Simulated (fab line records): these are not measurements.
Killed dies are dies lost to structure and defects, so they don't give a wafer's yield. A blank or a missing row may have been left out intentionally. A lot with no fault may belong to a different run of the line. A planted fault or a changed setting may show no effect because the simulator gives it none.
Check of tool commonality	flow sky130	39 wafers sampled across 13 lots

== WHAT PROMPTED THE OPENING ==
Of 13 lots, 1 have the reading LDD_N_TW flagged at SKY_LDD_N_TW_MEAS_17. Wafers without a fault read 2599, standard deviation 19.
Rule: a lot gets a flag if all its wafers with a number sit over 4 standard deviations from that mean, or if no wafer of it has a number. The rest of the lots are taken to be sound.

lot	measured	on	LDD_N_TW, wafer by wafer	flag
L409	day 18 00:56	film_metro-01	2634 2620 2623	
L412	day 19 16:58	film_metro-01	2596 2624 2623	
L414	day 21 06:58	film_metro-01	2605 2610 2581	
L417	day 21 23:40	film_metro-04	30 30 30	FLAGGED
L421	day 23 03:37	film_metro-01	2609 2593 2614	
L424	day 23 18:10	film_metro-01	2617 2611 2608	
L425	day 24 01:37	film_metro-04	2622 2613 2602	
L426	day 24 08:19	film_metro-01	2612 2616 2594	
L427	day 24 18:19	film_metro-02	2581 2580 2603	
L428	day 24 20:46	film_metro-01	2601 2610 2605	
L429	day 25 03:04	film_metro-02	2570 2587 2576	
L430	day 25 23:17	film_metro-02	2575 2577 2581	
L431	day 26 01:34	film_metro-04	2608 2591 2608	
On average the flagged lots read 30, which is -2569 against the usual, or -99 or more standard deviations.

== LOT BY LOT: THE TOOL USED ==
The record holds 1 process step before the reading, out of a route of 708 steps. Each cell gives the tool, then ch followed by the chambers the sampled wafers passed through, then the start.
lot	flag	SKY_LDD_N_EXPOSE_04
L409		iline_stepper-02 ch 0, day 17 08:40
L412		iline_stepper-01 ch 0, day 19 00:19
L414		iline_stepper-02 ch 0, day 20 14:45
L417	FLAGGED	iline_stepper-01 ch 0, day 21 07:16
L421		iline_stepper-01 ch 0, day 22 11:39
L424		iline_stepper-01 ch 0, day 23 02:14
L425		iline_stepper-02 ch 0, day 23 10:02
L426		iline_stepper-01 ch 0, day 23 16:20
L427		iline_stepper-01 ch 0, day 24 01:44
L428		iline_stepper-02 ch 0, day 24 04:29
L429		iline_stepper-02 ch 0, day 24 10:53
L430		iline_stepper-01 ch 0, day 25 07:46
L431		iline_stepper-01 ch 0, day 25 10:11
What is done by these steps:
- SKY_LDD_N_EXPOSE_04: exposes mask NTM, target cd 840 nm.
- SKY_LDD_N_TW_MEAS_17

== FLAGGED OVER TOTAL, TOOL BY TOOL (the gauges that took the reading come last) ==
step	tool	lots run	flagged	share of the flagged lots	sound lots run after its first flagged lot
SKY_LDD_N_EXPOSE_04	iline_stepper-01	8	1	all	6 (L421,L424,L426,L427,L430,L431)
SKY_LDD_N_EXPOSE_04	iline_stepper-02	5	0	none	-
SKY_LDD_N_TW_MEAS_17	film_metro-01	7	0	none	-
SKY_LDD_N_TW_MEAS_17	film_metro-02	3	0	none	-
SKY_LDD_N_TW_MEAS_17	film_metro-04	3	1	all	2 (L425,L431)

== WHAT THE TABLE PERMITS ==
2 rows of the table ran every flagged lot: iline_stepper-01 at SKY_LDD_N_EXPOSE_04, film_metro-04 at SKY_LDD_N_TW_MEAS_17.
- iline_stepper-01 at SKY_LDD_N_EXPOSE_04: 1 of its 8 lots flagged. After the first flagged lot (L421, L424, L426, L427, L430, L431), sound lots still ran on it; a lasting fault on the whole tool would not permit that.
- film_metro-04 at SKY_LDD_N_TW_MEAS_17: 1 of its 3 lots flagged. After the first flagged lot (L425, L431), sound lots still ran on it; a lasting fault on the whole tool would not permit that.
No row of the table ran every flagged lot and no sound lot after the first.

== WHAT THE SIMULATOR HAD INSERTED ==
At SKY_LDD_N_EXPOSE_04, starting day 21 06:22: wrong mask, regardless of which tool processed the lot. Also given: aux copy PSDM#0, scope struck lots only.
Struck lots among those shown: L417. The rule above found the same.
